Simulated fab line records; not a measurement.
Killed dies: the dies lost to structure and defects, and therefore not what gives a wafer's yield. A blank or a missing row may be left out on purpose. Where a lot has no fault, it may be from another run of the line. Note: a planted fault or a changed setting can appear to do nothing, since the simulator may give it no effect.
Matching of chambers :: flow sky130 :: 4 sister chambers for SKY_VIA3_CMP_24 on cmp-01
The step polishes, stops on SiO2, t overpolish 20 s, target thk 0 nm. 8 wafers are shown with their chamber, then 8 later ones without.

== WAFERS PAIRED WITH THEIR CHAMBERS ==
wafer: L398.5
chamber: 1
time-to-endpoint-s (s): 88
overpolish-run-s (s): 20.015

wafer: L399.5
chamber: 2
time-to-endpoint-s (s): 94
overpolish-run-s (s): 20.011

wafer: L401.2
chamber: 1
time-to-endpoint-s (s): 87
overpolish-run-s (s): 20.021

wafer: L401.4
chamber: 0
time-to-endpoint-s (s): 89
overpolish-run-s (s): 20.002

wafer: L407.1
chamber: 2
time-to-endpoint-s (s): 91
overpolish-run-s (s): 19.995

wafer: L407.3
chamber: 0
time-to-endpoint-s (s): 89
overpolish-run-s (s): 20.007

wafer: L407.5
chamber: 3
time-to-endpoint-s (s): 91
overpolish-run-s (s): 19.984

wafer: L408.2
chamber: 3
time-to-endpoint-s (s): 94
overpolish-run-s (s): 20.003

== WAFERS WITHOUT THEIR CHAMBER ==
wafer: L408.4
time-to-endpoint-s (s): 92
overpolish-run-s (s): 20.016

wafer: L408.5
time-to-endpoint-s (s): 93
overpolish-run-s (s): 19.996

wafer: L418.1
time-to-endpoint-s (s): 94
overpolish-run-s (s): 20.005

wafer: L418.5
time-to-endpoint-s (s): 96
overpolish-run-s (s): 20.003

wafer: L418.6
time-to-endpoint-s (s): 92
overpolish-run-s (s): 20.007

wafer: L419.3
time-to-endpoint-s (s): 95
overpolish-run-s (s): 20.010

wafer: L419.4
time-to-endpoint-s (s): 96
overpolish-run-s (s): 20.013

wafer: L419.5
time-to-endpoint-s (s): 94
overpolish-run-s (s): 20.005

== CHAMBER TAKEN BY EACH ==
wafer: L408.4
from the rows above: can't be placed: 2 or 0 or 3 or 1
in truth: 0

wafer: L408.5
from the rows above: can't be placed: 3 or 2
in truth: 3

wafer: L418.1
from the rows above: can't be placed: 2 or 3
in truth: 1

wafer: L418.5
from the rows above: can't be placed: 2 or 3
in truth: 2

wafer: L418.6
from the rows above: can't be placed: 2 or 3 or 0
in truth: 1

wafer: L419.3
from the rows above: can't be placed: 2 or 3
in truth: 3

wafer: L419.4
from the rows above: can't be placed: 2 or 3
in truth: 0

wafer: L419.5
from the rows above: can't be placed: 2 or 3
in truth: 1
Correct placement for 0 of the 8. From these rows, 8 cannot be placed; in 4 the true chamber is one of the candidates. 0 placed wrongly.
How it was worked out, from the rows above alone: a wafer's distance from a chamber is the root of the sum, over the readings, of the square of ((its reading less the chamber's mean) divided by the reading's scatter). The wafer belongs to the nearest chamber; if the next one is less than 2 further off, it can't be placed. A chamber's mean is the mean of its shown wafers. The scatter is the square root of a quotient: the sum, over the shown wafers, of each reading's squared deviation from its chamber's mean, divided by wafers minus chambers.
